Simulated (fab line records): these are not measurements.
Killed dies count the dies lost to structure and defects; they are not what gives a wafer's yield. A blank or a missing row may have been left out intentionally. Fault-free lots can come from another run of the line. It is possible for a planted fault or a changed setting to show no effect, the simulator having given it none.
Chamber matching / flow sky130 / SKY_FIELD_ISO_ETCH_17 on rie-si-01: 4 sister chambers
The step etches Si in HBr/Cl2/O2, target depth 342 nm, time 101.3 s. 8 wafers are shown with their chamber, then 8 later ones without.

## WAFERS PAIRED WITH THEIR CHAMBERS
wafer=L505.4; chamber=3; drypump-motor-current-A (A)=6.1; oes-product-au (a.u.)=1.005
wafer=L505.6; chamber=2; drypump-motor-current-A (A)=5.7; oes-product-au (a.u.)=0.994
wafer=L509.3; chamber=1; drypump-motor-current-A (A)=6.1; oes-product-au (a.u.)=0.967
wafer=L509.5; chamber=0; drypump-motor-current-A (A)=5.4; oes-product-au (a.u.)=1.017
wafer=L511.1; chamber=1; drypump-motor-current-A (A)=6.1; oes-product-au (a.u.)=0.981
wafer=L511.3; chamber=2; drypump-motor-current-A (A)=5.7; oes-product-au (a.u.)=1.000
wafer=L511.4; chamber=0; drypump-motor-current-A (A)=5.3; oes-product-au (a.u.)=1.015
wafer=L512.1; chamber=3; drypump-motor-current-A (A)=6.1; oes-product-au (a.u.)=1.027

## WAFERS MISSING THEIR CHAMBER
wafer=L512.2; drypump-motor-current-A (A)=5.7; oes-product-au (a.u.)=0.987
wafer=L512.5; drypump-motor-current-A (A)=5.7; oes-product-au (a.u.)=0.988
wafer=L516.2; drypump-motor-current-A (A)=5.7; oes-product-au (a.u.)=0.992
wafer=L516.4; drypump-motor-current-A (A)=6.1; oes-product-au (a.u.)=0.974
wafer=L516.6; drypump-motor-current-A (A)=5.7; oes-product-au (a.u.)=0.996
wafer=L519.1; drypump-motor-current-A (A)=6.1; oes-product-au (a.u.)=1.017
wafer=L519.2; drypump-motor-current-A (A)=6.0; oes-product-au (a.u.)=0.970
wafer=L519.4; drypump-motor-current-A (A)=5.7; oes-product-au (a.u.)=0.999

## CHAMBER TAKEN BY EACH
wafer=L512.2; from the rows above=2; in truth=2
wafer=L512.5; from the rows above=2; in truth=2
wafer=L516.2; from the rows above=2; in truth=2
wafer=L516.4; from the rows above=1; in truth=1
wafer=L516.6; from the rows above=2; in truth=2
wafer=L519.1; from the rows above=3; in truth=3
wafer=L519.2; from the rows above=1; in truth=1
wafer=L519.4; from the rows above=2; in truth=2
Correctly placed: 8 of 8. Not placeable from these rows: 0. Wrongly placed: 0.
How it was worked out, from the rows above alone: a wafer's distance from a chamber is the root of the sum, over the readings, of the square of ((its reading less the chamber's mean) divided by the reading's scatter). The wafer belongs to the nearest chamber; if the next one is less than 2 further off, it can't be placed. Each chamber's mean is taken over the wafers shown for it. How the scatter is found: for the shown wafers, subtract from each reading the mean of its chamber, square and add these, divide the total by (wafers less chambers), then take the root.
